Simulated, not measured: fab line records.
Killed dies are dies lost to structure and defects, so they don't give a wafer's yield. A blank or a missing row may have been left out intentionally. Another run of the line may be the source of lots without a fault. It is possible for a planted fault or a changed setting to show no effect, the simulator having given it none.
One fault through the eyes of 2 desks :: flow sky130 :: what lay behind the numbers comes last; until then each desk has only its own

## FOR THE TOOL OWNER'S DESK: pvd_sputter-01
The tool's own readings at SKY_METAL1_SPUTTER_01 (material TiN, target thk 20 nm, time 16.7 s): means of the sampled wafers that have a number, for each lot that ran on this tool. Any lot whose mean is over 4 standard deviations away from the usual mean is out of limits and marked OUT; that distance is given in the brackets.
Columns: A = throttle_valve_pct at SKY_METAL1_SPUTTER_01, usual 30.1 %
lot: L535
first seen here: day 32 09:46
A: 31.3

lot: L537
first seen here: day 33 04:28
A: 30.3

lot: L538
first seen here: day 33 16:51
A: 30.5

lot: L539
first seen here: day 34 03:13
A: 30.2
This desk found nothing out of limits on any of the 4 lots.

## AT THE METROLOGY DESK
What the gauges read, lot by lot, whatever tool the lot ran on: means of the sampled wafers that have a number. Any lot whose mean is over 4 standard deviations away from the usual mean is out of limits and marked OUT; that distance is given in the brackets.
Columns: A = CONTACT_W_RS at SKY_CONTACT_RS_MEAS_25, usual 0.335 ohm/sq; B = CONTACT_W_THK at SKY_CONTACT_THK_MEAS_26, usual 339 nm
lot: L535
first seen here: day 32 09:17
A: 0.336
B: 342

lot: L537
first seen here: day 33 03:58
A: 0.337
B: 341

lot: L538
first seen here: day 33 16:22
A: 0.331
B: 338

lot: L539
first seen here: day 34 02:19
A: 0.341
B: 329

lot: L549
first seen here: day 36 23:51
A: 0.331
B: 335

lot: L550
first seen here: day 37 05:34
A: 0.338
B: 336

lot: L555
first seen here: day 38 10:43
A: 0.337
B: 339
This desk found nothing out of limits on any of the 7 lots.

## TAKEN TOGETHER
The tool owner's desk saw nothing out of limits.
The metrology desk saw nothing out of limits.

## WHAT THE SIMULATOR HAD INSERTED
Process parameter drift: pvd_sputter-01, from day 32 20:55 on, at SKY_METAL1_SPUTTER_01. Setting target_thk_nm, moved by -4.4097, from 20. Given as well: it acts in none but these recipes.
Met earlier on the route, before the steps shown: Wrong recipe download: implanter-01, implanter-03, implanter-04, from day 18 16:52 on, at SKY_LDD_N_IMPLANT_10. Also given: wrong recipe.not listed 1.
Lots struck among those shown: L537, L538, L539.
